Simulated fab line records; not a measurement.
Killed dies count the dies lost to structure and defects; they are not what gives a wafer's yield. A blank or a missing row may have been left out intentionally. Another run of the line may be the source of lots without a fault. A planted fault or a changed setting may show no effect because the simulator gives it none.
Struck lot and sound lot, side by side / flow gf180mcu / 27 steps out of a route of 602
Sound: these wafers, L487.2, L487.4, L487.5. Wafers struck: L477.2, L477.5, L477.6. At the end, the cause is stated.
At each step with rows: each side's tool, then ch and its chambers, then its first start. Under that, the readings that differ: sound wafers / struck wafers / difference of the means / sigmas: that difference in standard deviations of wafers without a fault.
alike: readings with means less than 2 such deviations apart, plus words and numbers identical on both sides. not compared: withheld readings, readings lacking a value on some wafer, bounds such as >300 that could conceal the same value, and numbers that have no deviation in the record and whose values overlap.
The two part at a step that has a row with sigmas, a row that says differs or no value, or rows on one side only. Numbers that don't overlap but have no deviation are shown without sigmas and don't part them. A reading missing from all wafers of one side parts the sides only when that side holds two or more wafers.

first, 2 steps without rows for these wafers: GF_V4_SPUTTER_22 (material TiN, target thk 10 nm, time 40 s); GF_V4_CVD_23 (deposits W, target thk 350 nm, time 104.9 s).
GF_V4_RS_MEAS_24: the measuring method here is four-point-probe.
  sound on film metro-03 at day 30 07:24; struck on film metro-04 at day 26 18:46
  alike: V4_W_RS
GF_V4_THK_MEAS_25: measures by xrf.
  sound on film metro-03 at day 30 07:31; struck on film metro-04 at day 26 18:53
  alike: V4_W_THK
GF_V4_CMP_26: polishes, stops on SiO2, t overpolish 15 s, target thk 0 nm.
  sound on cmp-02 ch 0,1,2, day 30 07:37; struck on cmp-02 ch 0,1,2, day 26 19:05
  alike: motor current A, overpolish run s, platen rpm, retaining ring pressure frac, slurry filter dp kPa, time to endpoint s
GF_MIM_SPUTTER_00: material Ti, target thk 37.5 nm, time 150 s.
  sound on pvd sputter-03 at day 30 07:52; struck on pvd sputter-04 at day 26 19:14
  alike: throttle valve pct
then, 1 step without rows for these wafers: GF_MIM_SPUTTER_01 (material TiN, target thk 30 nm, time 25 s).
GF_MIM_SPUTTER_02: material AlCu, target thk 450 nm, time 23.9 s.
  sound on pvd sputter-03 at day 30 07:59; struck on pvd sputter-04 at day 26 19:22
  alike: throttle valve pct
then, 2 steps without rows for these wafers: GF_MIM_SPUTTER_03 (material Ti, target thk 10 nm, time 6.7 s); GF_MIM_SPUTTER_04 (material TiN, target thk 50 nm, time 41.7 s).
GF_MIM_CVD_05: deposits Si3N4, target thk 42 nm, time 29.086 s.
  sound on pecvd-04 ch 0,1, day 30 08:05; struck on pecvd-04 ch 0,1,2, day 26 19:27
  alike: heater power w
GF_MIM_THK_MEAS_06:
  sound on film metro-02 at day 30 08:07; struck on film metro-02 at day 26 19:30
  alike: MIM_CVD_05_THK
GF_MIM_SPUTTER_07: material TiN, target thk 60 nm, time 50 s.
  sound on pvd sputter-03 at day 30 08:10; struck on pvd sputter-01 at day 26 19:33
reading=model.TiN_of_MIM_SPUTTER_07.thk nm (nm); sound=60.5 60.11 59.3; struck=109.6 109 109.1; difference=+49.3; sigmas=
  alike: throttle valve pct
GF_MIM_SPUTTER_08: material AlCu, target thk 200 nm, time 10.6 s.
  sound on pvd sputter-03 at day 30 08:13; struck on pvd sputter-01 at day 26 19:35
  alike: throttle valve pct
then, 1 step without rows for these wafers: GF_MIM_SPUTTER_09 (material TiN, target thk 35 nm, time 29.2 s).
GF_MIM_RS_MEAS_10: the measuring method here is four-point-probe.
  sound on film metro-01 at day 30 08:17; struck on film metro-02 at day 26 19:45
reading=MIM_ALCU_RS (ohm/sq); sound=0.1613 0.1618 0.1611; struck=0.1559 0.1581 0.1572; difference=-0.0043; sigmas=-3
GF_MIM_THK_MEAS_11: measures by xrf.
  sound on film metro-01 at day 30 08:24; struck on film metro-02 at day 26 19:52
  alike: MIM_ALCU_THK
then, 7 steps without rows for these wafers: GF_MIM_DEHYDRATE_12 (time 60 s); GF_MIM_HMDS_13 (prime time 60 s); GF_MIM_COAT_14 (resist thk 1000 nm); GF_MIM_SOFTBAKE_15 (time 60 s); GF_MIM_EXPOSE_16 (exposes mask FuseTop, target cd 2000 nm); GF_MIM_PEB_17; GF_MIM_DEVELOP_18 (develop time 60 s).
GF_MIM_METAL_ETCH_19: etches the open film in Cl2/BCl3, stops on Si3N4, target depth 324.5 nm, time 54.1 s.
  sound on rie metal-01 ch 0,1, day 31 02:09; struck on rie metal-01 ch 1, day 27 15:02
reading=oes product au (a.u.); sound=0.945 0.944 0.933; struck=1.021 1.006 1.021; difference=+0.075; sigmas=+11
reading=throttle valve pct (%); sound=28.290 28.302 28.266; struck=28.196 28.219 28.211; difference=-0.077; sigmas=-7
  alike: drypump motor current A, he backside leak sccm
  not compared: rf hours counter h
then, 1 step without rows for these wafers: GF_MIM_STRIP_20 (strips in O2/N2).
-- the record jumps here: 3 days lie between the struck wafers' starts before and after (it left off in module MIM and takes up again in module PASSIVATION, whose first step shown is number 602 of the route) --
GF_PASSIVATION_PROBE_99:
  rows exist in the record for the struck wafers here (prober-01, day 31 01:53), but not for the sound ones

WHERE THEY PART
First at GF_MIM_RS_MEAS_10; last, within this record, at GF_PASSIVATION_PROBE_99.

WHY: whatever the simulator had introduced
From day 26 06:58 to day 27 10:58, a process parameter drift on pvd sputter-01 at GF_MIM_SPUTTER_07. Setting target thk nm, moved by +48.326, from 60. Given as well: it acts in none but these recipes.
